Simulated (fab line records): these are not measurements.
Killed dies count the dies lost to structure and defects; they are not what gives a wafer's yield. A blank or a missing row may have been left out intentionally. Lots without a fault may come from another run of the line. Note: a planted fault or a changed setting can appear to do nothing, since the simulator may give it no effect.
Which of the tools did it?	flow sky130	11 lots, 33 wafers sampled, at 3 steps of a route of 708

WHAT THE GAUGES READ, wafer by wafer
SKY_FIELD_ISO_THK_MEAS_25. Usual: FIELD_ISO_CVD_24_THK gives 594 nm (standard deviation 5.3).
lot	measured	on	FIELD_ISO_CVD_24_THK (nm)	flag
L211	day 2 05:51	film metro-04	591 585 586	
L212	day 2 12:27	film metro-03	595 591 591	
L213	day 2 18:42	film metro-04	587 578 590	
L214	day 2 22:17	film metro-01	587 591 592	
L222	day 4 15:39	film metro-03	586 593 600	
L224	day 5 02:14	film metro-04	602 588 597	
L226	day 5 13:58	film metro-03	587 595 596	
L228	day 6 03:40	film metro-03	589 595 594	
L230	day 6 11:29	film metro-03	588 592 588	
L232	day 6 22:57	film metro-01	599 601 606	
L234	day 7 09:08	film metro-03	594 594 598	

SKY_VT_ADJUST_NCORE_CD_MEAS_07: target cd 380 nm. Usual: cd nm 379.8 nm, standard deviation 2.3.
lot	measured	on	cd nm (nm)	flag
L211	day 8 08:59	cd sem-02	378.6 383.5 378.8	
L212	day 8 21:50	cd sem-01	380.0 381.5 379.6	
L213	day 9 05:53	cd sem-02	377.6 378.1 377.2	
L214	day 9 08:13	cd sem-02	379.8 378.4 381.1	
L222	day 11 17:59	cd sem-01	377.3 373.2 374.8	
L224	day 12 08:19	cd sem-02	379.4 378.9 378.9	
L226	day 13 01:53	cd sem-01	383.2 383.7 383.0	
L228	day 13 22:44	cd sem-01	382.0 384.8 380.7	
L230	day 14 05:25	cd sem-01	377.1 377.7 378.3	
L232	day 14 23:10	cd sem-02	377.3 378.9 378.4	
L234	day 15 09:19	cd sem-01	379.7 379.6 379.9	

WHAT TOOL EACH LOT RAN ON (gives the tool, then ch and the chambers of the sampled wafers, and finally the start)
lot	SKY_FIELD_ISO_ETCH_17
L211	rie si-02 ch 1,2,3, day 2 03:59
L212	rie si-02 ch 0,1,2, day 2 09:59
L213	rie si-02 ch 0,2,3, day 2 15:16
L214	rie si-01 ch 1,3, day 2 20:35
L222	rie si-01 ch 0,1,3, day 4 13:29
L224	rie si-02 ch 0,1,2, day 4 23:32
L226	rie si-02 ch 0,1,2, day 5 10:32
L228	rie si-02 ch 2,3, day 6 00:34
L230	rie si-02 ch 0,1,3, day 6 09:17
L232	rie si-02 ch 0,3, day 6 20:19
L234	rie si-02 ch 2,3, day 7 07:29
- SKY_FIELD_ISO_ETCH_17: etches Si in HBr/Cl2/O2, target depth 342 nm, time 97.7 s.

AS READ BY THE TOOLS THEMSELVES (means over the sampled wafers that have a number; for cases with no such wafer, the mark the record gives instead)
SKY_FIELD_ISO_ETCH_17. Usual: bias w 150.1 W, standard deviation 0.41; drypump motor current A 5.9 A, standard deviation 0.31; mfc cl2 sccm 39.98 sccm, standard deviation 0.13; oes product au 1.001 a.u., standard deviation 0.0078; throttle valve pct 25.655 %, standard deviation 0.011.
lot	tool	bias w (W)	drypump motor current A (A)	mfc cl2 sccm (sccm)	oes product au (a.u.)	throttle valve pct (%)	flag
L211	rie si-02	150.4	5.8	39.98	1.000	25.659	
L212	rie si-02	150.0	5.7	39.92	0.995	25.653	
L213	rie si-02	150.3	5.7	39.80	0.999	25.658	
L214	rie si-01	150.1	6.2	40.05	1.012	25.647	
L222	rie si-01	156.7	6.1	40.07	1.018	25.656	OFF
L224	rie si-02	149.8	5.7	40.06	0.996	25.654	
L226	rie si-02	149.7	5.7	40.05	0.996	25.665	
L228	rie si-02	149.9	5.8	39.94	1.000	25.647	
L230	rie si-02	150.3	5.6	40.04	1.001	25.669	
L232	rie si-02	150.2	5.5	40.18	0.994	25.664	
L234	rie si-02	149.8	5.8	39.82	1.009	25.648	

THE ANSWER, worked out from the rows above alone
Rule: lot off if the mean of its wafers having a number is beyond 3 standard deviations from the usual mean. A lot without any number at a reading at which 4 lots or more have one is off too. Where the step has rows for the other lots, those lots are counted as sound. First the gauges in route order, then the tools' own readings, where a lot's mean is used as printed above. At the first step where some lot is off, the reading lying furthest off is the one used; lots without a number count as furthest.
Off, at SKY_FIELD_ISO_ETCH_17 on bias w: L222.
If a tool, at that step or one of the process steps before it, ran each lot that is off and ran no sound lot following the first of them, it fits. One candidate fits, namely rie si-01 at SKY_FIELD_ISO_ETCH_17. A fault onset in the window from L214 (day 2 20:35, its last sound lot) to L222 (day 4 13:29, its first lot off) fits.
On the lots that are off, the tool's own readings at SKY_FIELD_ISO_ETCH_17 differ by more than 5 times the standard deviation of the sound lots' means, which bears it out; bias w reads 156.7 W there versus 150.1 W on the sound lots.

WHAT THE SIMULATOR HAD PUT IN
rie si-01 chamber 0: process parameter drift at SKY_FIELD_ISO_ETCH_17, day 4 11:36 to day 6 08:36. The setting bias w was moved by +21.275, starting from 150. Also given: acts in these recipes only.
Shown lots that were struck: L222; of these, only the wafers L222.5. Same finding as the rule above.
